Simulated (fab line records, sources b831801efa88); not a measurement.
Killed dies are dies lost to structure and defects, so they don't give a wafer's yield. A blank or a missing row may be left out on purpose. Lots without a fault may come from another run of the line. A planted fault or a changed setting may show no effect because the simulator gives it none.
Which tool did it? | flow gf180mcu | 11 lots, 33 wafers sampled, at 1 step of a route of 602

WHAT THE GAUGES READ, wafer by wafer
GF_MIM_THK_MEAS_11: measures by xrf.
lot  | measured     | on            | MIM_ALCU_THK (nm)
L526 | day 24 10:11 | film_metro-02 | 203.9 204.3 204.9
L528 | day 25 02:44 | film_metro-02 | 205.1 201.7 202.7
L531 | day 26 06:19 | film_metro-03 | 198.2 202.5 200.9
L532 | day 26 13:55 | film_metro-02 | 205.7 204.6 205.9
L535 | day 27 11:08 | film_metro-03 | 202.0 203.4 204.8
L536 | day 27 21:51 | film_metro-01 | 201.9 201.0 204.7
L538 | day 28 12:38 | film_metro-03 | 199.8 198.8 200.2
L541 | day 29 14:46 | film_metro-02 | 203.5 201.9 202.0
L542 | day 29 15:49 | film_metro-03 | 203.7 205.7 204.7
L546 | day 30 16:00 | film_metro-02 | 203.4 203.1 205.5
L549 | day 31 09:44 | film_metro-01 | 204.2 204.2 202.1

WHICH TOOL RAN EACH LOT (tool, then ch and the chambers of the sampled wafers, then the start)
The record holds no process step before these readings.

WHAT THE TOOLS THEMSELVES READ (means of the sampled wafers that have a number; where no wafer has one, the mark that the record gives instead)
The record holds no such reading with a usual standard deviation.

THE ANSWER, worked out from the rows above alone
Rule: what is usual is taken from the lots themselves. Put in order of their means at a reading, lots are off if they are a third of the lots or fewer, leave a main group of 4 or more, and stand apart from it by a gap of 3 or more times the standard deviation of the main group's means; of several such gaps the widest counts. A main group whose means are all the same, to the digits that the tables above print for the reading, isn't used. A lot without any number at a reading at which 4 lots or more have one is off too. The other lots that the step has rows for count as sound. The gauges are gone through in route order, then the tools' own readings, and for those a lot's mean is taken as printed above. The first step at which some lot is off is used, and at that step the reading that is off furthest; a lot without a number counts as furthest.
No lot is off at any reading shown: from this, nothing can be told.

WHAT THE SIMULATOR HAD PUT IN
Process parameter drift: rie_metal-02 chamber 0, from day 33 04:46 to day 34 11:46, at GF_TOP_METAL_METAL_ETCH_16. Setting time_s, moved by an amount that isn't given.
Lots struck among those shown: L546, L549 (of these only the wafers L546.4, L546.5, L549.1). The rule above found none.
